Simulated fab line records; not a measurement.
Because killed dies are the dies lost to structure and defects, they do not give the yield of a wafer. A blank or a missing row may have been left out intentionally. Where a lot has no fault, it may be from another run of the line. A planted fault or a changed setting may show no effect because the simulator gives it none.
Which of the tools did it? -- flow sfq line -- 15 lots with 45 wafers sampled at 5 steps, on a route of 325 steps

== WHAT EACH GAUGE READ, for each wafer ==
SFQ_M4_OVL_MEAS_926.
lot,measured,on,M4_OVL (nm)
L415,day 36 23:32,overlay-01,2 -1 1
L416,day 37 05:31,overlay-02,-4 -6 1
L417,day 37 21:15,overlay-01,2 -1 -1
L418,day 40 23:39,overlay-01,-6 -5 -2
L419,day 41 03:15,overlay-01,40 35 41 42 40 43
L420,day 41 05:40,overlay-01,28 19 29 31 22 33
L421,day 41 15:15,overlay-02,44 41 54 47 44 57
L424,day 45 05:37,overlay-01,-5 2 -8
L427,day 45 12:49,overlay-01,-1 6 -2
L430,day 45 18:49,overlay-02,-10 -8 -18
L434,day 46 04:26,overlay-02,6 5 3
L435,day 46 05:37,overlay-01,0 0 2
L436,day 46 08:01,overlay-01,2 5 4
L437,day 46 12:50,overlay-01,7 -2 7
L438,day 46 14:01,overlay-02,-9 5 -1

== WHICH TOOL RAN EACH LOT (tool, then ch and the chambers of the sampled wafers, then the start) ==
lot,SFQ_TRILAYER_L0_ETCH_METAL_ETCH_008,SFQ_TRILAYER_M0_BARC_OPEN_METAL_ETCH_031,SFQ_TRILAYER_I2_VIA_STRIP_STRIP_071,SFQ_TRILAYER_M4_LITHO_EXPOSE_094
L415,"rie metal-01 ch 0,1, day 2 13:54","rie metal-01 ch 0,1, day 6 16:08","rie metal-03 ch 0,1, day 23 13:02","krf scanner-02 ch 0, day 36 22:13"
L416,"rie metal-02 ch 1, day 2 15:06","rie metal-01 ch 0,1, day 6 19:44","rie metal-04 ch 0,1, day 24 00:50","krf scanner-02 ch 0, day 37 04:01"
L417,"rie metal-04 ch 0,1, day 2 19:42","rie metal-03 ch 0,1, day 7 03:02","rie metal-02 ch 0,1, day 24 12:50","krf scanner-01 ch 0, day 37 19:45"
L418,"rie metal-04 ch 0,1, day 3 08:07","rie metal-03 ch 0,1, day 7 13:50","rie metal-03 ch 0,1, day 25 23:35","krf scanner-01 ch 0, day 40 22:09"
L419,"rie metal-04 ch 0, day 3 14:12","rie metal-01 ch 0,1, day 7 20:35","rie metal-04 ch 1, day 26 03:23","krf scanner-01 ch 0, day 41 01:57"
L420,"rie metal-04 ch 0, day 3 19:01","rie metal-03 ch 0,1, day 8 02:36","rie metal-03 ch 0,1, day 26 04:35","krf scanner-01 ch 0, day 41 04:33"
L421,"rie metal-01 ch 0,1, day 3 22:31","rie metal-04 ch 0,1, day 8 03:47","rie metal-04 ch 1, day 26 07:59","krf scanner-01 ch 0, day 41 13:45"
L424,"rie metal-04 ch 0,1, day 4 14:52","rie metal-04 ch 0,1, day 8 17:59","rie metal-02 ch 0, day 32 00:20","krf scanner-02 ch 0, day 45 04:07"
L427,"rie metal-01 ch 0,1, day 5 05:16","rie metal-04 ch 0,1, day 9 11:59","rie metal-04 ch 0,1, day 32 06:20","krf scanner-02 ch 0, day 45 11:31"
L430,"rie metal-02 ch 0, day 5 17:16","rie metal-04 ch 0, day 10 03:35","rie metal-02 ch 0,1, day 32 15:56","krf scanner-02 ch 0, day 45 17:19"
L434,"rie metal-01 ch 0,1, day 6 13:44","rie metal-03 ch 0,1, day 11 03:46","rie metal-04 ch 0,1, day 32 23:20","krf scanner-02 ch 0, day 46 03:19"
L435,"rie metal-04 ch 0,1, day 6 19:44","rie metal-03 ch 0,1, day 11 14:23","rie metal-03 ch 0,1, day 33 00:20","krf scanner-02 ch 0, day 46 04:07"
L436,"rie metal-01 ch 0,1, day 7 00:32","rie metal-03 ch 0,1, day 11 17:59","rie metal-03 ch 0,1, day 33 05:08","krf scanner-02 ch 0, day 46 06:31"
L437,"rie metal-02 ch 0,1, day 7 06:32","rie metal-03 ch 0,1, day 11 22:48","rie metal-03 ch 0,1, day 33 10:08","krf scanner-02 ch 0, day 46 11:43"
L438,"rie metal-02 ch 0,1, day 7 08:56","rie metal-01 ch 0,1, day 12 02:23","rie metal-04 ch 0,1, day 33 12:20","krf scanner-02 ch 0, day 46 12:31"
- SFQ_TRILAYER_L0_ETCH_METAL_ETCH_008: etches MoNx KI in SF6/O2, stops on SiO2, target depth 50 nm, time 25 s.
- SFQ_TRILAYER_M0_BARC_OPEN_METAL_ETCH_031: etches BARC in O2, target depth 125 nm, time 41.7 s.
- SFQ_TRILAYER_I2_VIA_STRIP_STRIP_071: strips in O2.
- SFQ_TRILAYER_M4_LITHO_EXPOSE_094: exposes mask M4, target cd 500 nm.

== AS READ BY THE TOOLS THEMSELVES (means over the sampled wafers that have a number; for cases with no such wafer, the mark the record gives instead) ==
SFQ_TRILAYER_L0_ETCH_METAL_ETCH_008.
lot,tool,drypump motor current A (A),oes product au (a.u.)
L415,rie metal-01,5.36,0.875
L416,rie metal-02,5.70,0.879
L417,rie metal-04,5.08,0.864
L418,rie metal-04,5.09,0.874
L419,rie metal-04,4.87,0.868
L420,rie metal-04,4.86,0.865
L421,rie metal-01,5.37,0.869
L424,rie metal-04,5.08,0.868
L427,rie metal-01,5.38,0.877
L430,rie metal-02,5.49,0.871
L434,rie metal-01,5.35,0.880
L435,rie metal-04,5.27,0.878
L436,rie metal-01,5.36,0.879
L437,rie metal-02,5.56,0.868
L438,rie metal-02,5.55,0.870

SFQ_TRILAYER_M0_BARC_OPEN_METAL_ETCH_031.
lot,tool,drypump motor current A (A),oes product au (a.u.)
L415,rie metal-01,5.3,0.687
L416,rie metal-01,5.4,0.685
L417,rie metal-03,5.5,0.686
L418,rie metal-03,6.0,0.687
L419,rie metal-01,5.4,0.685
L420,rie metal-03,6.0,0.688
L421,rie metal-04,5.3,0.684
L424,rie metal-04,5.1,0.686
L427,rie metal-04,5.1,0.681
L430,rie metal-04,4.9,0.688
L434,rie metal-03,5.5,0.685
L435,rie metal-03,5.5,0.689
L436,rie metal-03,6.0,0.686
L437,rie metal-03,5.5,0.684
L438,rie metal-01,5.4,0.686

SFQ_TRILAYER_I2_VIA_STRIP_STRIP_071.
lot,tool,drypump motor current A (A),oes product au (a.u.)
L415,rie metal-03,6.0,0.991
L416,rie metal-04,5.1,0.996
L417,rie metal-02,5.6,1.003
L418,rie metal-03,6.0,0.995
L419,rie metal-04,5.5,0.993
L420,rie metal-03,6.0,1.000
L421,rie metal-04,5.5,0.999
L424,rie metal-02,5.5,0.990
L427,rie metal-04,5.0,0.998
L430,rie metal-02,5.6,0.996
L434,rie metal-04,5.1,0.992
L435,rie metal-03,6.0,1.002
L436,rie metal-03,6.0,1.005
L437,rie metal-03,6.0,1.007
L438,rie metal-04,5.3,0.996

== THE ANSWER, worked out from the rows above alone ==
Rule: the lots themselves supply what counts as usual. The widest of any qualifying gaps counts: lots, ordered by their means at a reading, are off when they make up no more than a third of the lots, leave a main group of 4 or more, and stand apart from it by 3 or more times the standard deviation of that group's means. If all means in a main group match to the digits the tables above print for the reading, that group is not used. Also off: a lot with no number at a reading for which 4 or more lots have one. Any other lot the step has rows for is counted as sound. Order of review: gauges by route order, followed by the tools' own readings, for which a lot's mean as printed above is used. At the first step where some lot is off, the reading lying furthest off is the one used; lots without a number count as furthest.
Off: at SFQ_M4_OVL_MEAS_926 (M4_OVL), L419, L420, L421. The main group has a mean of -1 nm with a standard deviation of 4.4.
A tool fits if, at a process step before that reading, it ran every lot that is off, and no sound lot after the first of them. Those tools and the gauges at SFQ_M4_OVL_MEAS_926 are tried in the same way. One candidate fits, namely krf scanner-01 at SFQ_TRILAYER_M4_LITHO_EXPOSE_094. Its last sound lot is L418 (day 40 22:09), its first lot that is off L419 (day 41 01:57): a fault that began between those two fits.

== WHAT HAD BEEN PUT IN BY THE SIMULATOR ==
Scanner matching overlay: krf scanner-01, from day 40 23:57 on, at SFQ_TRILAYER_M4_LITHO_EXPOSE_094. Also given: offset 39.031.
Lots struck among those shown: L419, L420, L421. The rule above found the same.
